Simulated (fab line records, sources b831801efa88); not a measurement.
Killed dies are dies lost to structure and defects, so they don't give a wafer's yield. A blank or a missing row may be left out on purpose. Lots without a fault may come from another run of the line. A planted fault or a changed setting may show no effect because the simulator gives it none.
One fault seen from 2 desks | flow gf180mcu | each desk has only its own numbers; what lay behind them comes last

THE TOOL OWNER'S DESK: plasma_asher-03
The tool's own readings at GF_MVSD_STRIP_10 (strips in O2/N2): means of the sampled wafers that have a number, for each lot that ran on this tool. A lot is out of limits, marked OUT, if its mean lies more than 4 standard deviations from the usual mean; the brackets give that distance.
Columns: A = chamber_pressure_mTorr at GF_MVSD_STRIP_10, usual 1500.0 mTorr; B = drypump_motor_current_A at GF_MVSD_STRIP_10, usual 5.5 A; C = heater_power_w at GF_MVSD_STRIP_10, usual 297 W; D = n2_flow_sccm at GF_MVSD_STRIP_10, usual 299.9 sccm; E = oes_product_au at GF_MVSD_STRIP_10, usual 0.722 a.u.; F = strip_time_to_endpoint_s at GF_MVSD_STRIP_10, usual 36.97 s
lot  | first seen here | A      | B   | C   | D     | E     | F
L243 | day 4 10:38     | 1499.9 | 6.3 | 284 | 300.3 | 0.725 | 37.10
L250 | day 6 04:16     | 1500.5 | 6.1 | 298 | 300.6 | 0.724 | 37.09
L251 | day 6 08:22     | 1499.7 | 6.3 | 285 | 299.6 | 0.723 | 37.07
L254 | day 7 02:21     | 1500.9 | 6.3 | 287 | 298.5 | 0.718 | 36.88
L256 | day 7 13:43     | 1501.0 | 6.3 | 285 | 300.6 | 0.722 | 36.99
This desk's finding: nothing out of limits on any of the 5 lots.

THE METROLOGY DESK
What the gauges read, lot by lot, whatever tool the lot ran on: means of the sampled wafers that have a number. A lot is out of limits, marked OUT, if its mean lies more than 4 standard deviations from the usual mean; the brackets give that distance.
Columns: A = V2_W_THK at GF_V2_THK_MEAS_25, usual 356 nm
lot  | first seen here | A
L243 | day 20 05:55    | 356
L244 | day 20 15:02    | 366
L246 | day 21 11:28    | 354
L247 | day 21 21:35    | 354
L250 | day 23 03:34    | 363
L251 | day 23 06:27    | 360
L252 | day 23 13:24    | 356
L254 | day 24 11:48    | 355
L256 | day 24 20:38    | 353
L257 | day 25 09:13    | 352
L263 | day 27 05:51    | 355
L265 | day 27 15:52    | 358
L266 | day 28 08:08    | 349
This desk's finding: nothing out of limits on any of the 13 lots.

PUT TOGETHER
The tool owner's desk saw nothing out of limits.
The metrology desk saw nothing out of limits.

WHAT THE SIMULATOR HAD PUT IN
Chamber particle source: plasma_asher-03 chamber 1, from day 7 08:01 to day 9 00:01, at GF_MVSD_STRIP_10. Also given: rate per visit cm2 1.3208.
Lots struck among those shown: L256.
